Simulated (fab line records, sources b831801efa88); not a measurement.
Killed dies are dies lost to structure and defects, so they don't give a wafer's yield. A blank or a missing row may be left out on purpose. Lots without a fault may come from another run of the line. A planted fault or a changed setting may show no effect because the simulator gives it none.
Tool commonality check | flow gf180mcu | 13 lots, 45 wafers sampled

WHY IT WAS OPENED
At GF_VT_IMPLANT_TW_MEAS_32 the reading VT_IMPLANT_3_TW is flagged on 2 of 13 lots. Wafers without a fault read 269.8, standard deviation 2.1.
Rule: a lot is flagged when every wafer of it that has a number lies more than 4 standard deviations from that mean, or none has a number. The other lots count as sound.

lot  | measured     | on            | VT_IMPLANT_3_TW, wafer by wafer | flag
L157 | day 6 21:03  | film_metro-02 | 266.8 266.2 264.6               |
L158 | day 7 03:40  | film_metro-03 | 272.3 272.4 271.3               |
L159 | day 7 10:36  | film_metro-03 | 273.8 272.5 273.3               |
L161 | day 7 23:03  | film_metro-04 | 269.5 270.2 270.1               |
L162 | day 8 07:19  | film_metro-04 | 269.4 269.0 267.9               |
L163 | day 8 09:49  | film_metro-04 | 269.0 270.0 268.1               |
L164 | day 8 19:28  | film_metro-02 | 267.4 267.6 264.8               |
L166 | day 9 07:16  | film_metro-02 | 266.2 266.2 266.6               |
L169 | day 10 05:08 | film_metro-04 | 270.7 269.4 269.0               |
L170 | day 10 10:54 | film_metro-02 | 268.5 266.7 268.5               |
L171 | day 10 17:36 | film_metro-04 | 30.2 30.1 30.3 30.2 30.2 30.2   | FLAGGED
L173 | day 11 06:54 | film_metro-03 | 30.4 30.4 30.3 30.4 30.6 30.3   | FLAGGED
L179 | day 12 20:04 | film_metro-03 | 271.6 271.4 271.3               |
The numbers of the flagged lots are 30.3 on average: -239.5 against the usual, or -99 or more standard deviations.

WHICH TOOL RAN EACH LOT
The record holds 1 process step before the reading, out of a route of 602 steps. In each cell: the tool, then ch and the chambers that the sampled wafers went through, then the start.
lot  | flag    | GF_VT_IMPLANT_DEVELOP_28
L157 |         | litho_track-02 ch 0, day 6 20:37
L158 |         | litho_track-04 ch 0, day 7 03:14
L159 |         | litho_track-01 ch 0, day 7 10:10
L161 |         | litho_track-01 ch 0, day 7 22:37
L162 |         | litho_track-04 ch 0, day 8 06:53
L163 |         | litho_track-02 ch 0, day 8 09:25
L164 |         | litho_track-04 ch 0, day 8 19:02
L166 |         | litho_track-01 ch 0, day 9 06:52
L169 |         | litho_track-04 ch 0, day 10 04:37
L170 |         | litho_track-02 ch 0, day 10 10:28
L171 | FLAGGED | litho_track-02 ch 0, day 10 17:10
L173 | FLAGGED | litho_track-02 ch 0, day 11 06:28
L179 |         | litho_track-04 ch 0, day 12 19:38
What these steps do:
- GF_VT_IMPLANT_DEVELOP_28: develop time 60 s.
- GF_VT_IMPLANT_TW_MEAS_32

FLAGGED OVER TOTAL, TOOL BY TOOL (the gauges that took the reading come last)
step                     | tool           | lots run | flagged | share of the flagged lots | sound lots run after its first flagged lot
GF_VT_IMPLANT_DEVELOP_28 | litho_track-01 | 3        | 0       | none                      | -
GF_VT_IMPLANT_DEVELOP_28 | litho_track-02 | 5        | 2       | all                       | 0
GF_VT_IMPLANT_DEVELOP_28 | litho_track-04 | 5        | 0       | none                      | -
GF_VT_IMPLANT_TW_MEAS_32 | film_metro-02  | 4        | 0       | none                      | -
GF_VT_IMPLANT_TW_MEAS_32 | film_metro-03  | 4        | 1       | some                      | 1 (L179)
GF_VT_IMPLANT_TW_MEAS_32 | film_metro-04  | 5        | 1       | some                      | 0

WHAT THE TABLE ALLOWS
1 row of the table ran every flagged lot: litho_track-02 at GF_VT_IMPLANT_DEVELOP_28.
- litho_track-02 at GF_VT_IMPLANT_DEVELOP_28: 2 of its 5 lots flagged. Its last sound lot is L170 (day 10 10:28), its first flagged lot L171 (day 10 17:10): a fault that began between those two fits.
One tool is left: litho_track-02 at GF_VT_IMPLANT_DEVELOP_28.

WHAT THE SIMULATOR HAD PUT IN
Process parameter drift: litho_track-02, from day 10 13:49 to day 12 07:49, at GF_VT_IMPLANT_DEVELOP_28. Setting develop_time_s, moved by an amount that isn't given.
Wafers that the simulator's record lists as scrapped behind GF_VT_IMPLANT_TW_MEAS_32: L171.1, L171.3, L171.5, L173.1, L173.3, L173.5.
Lots struck among those shown: L171, L173. The rule above found the same.
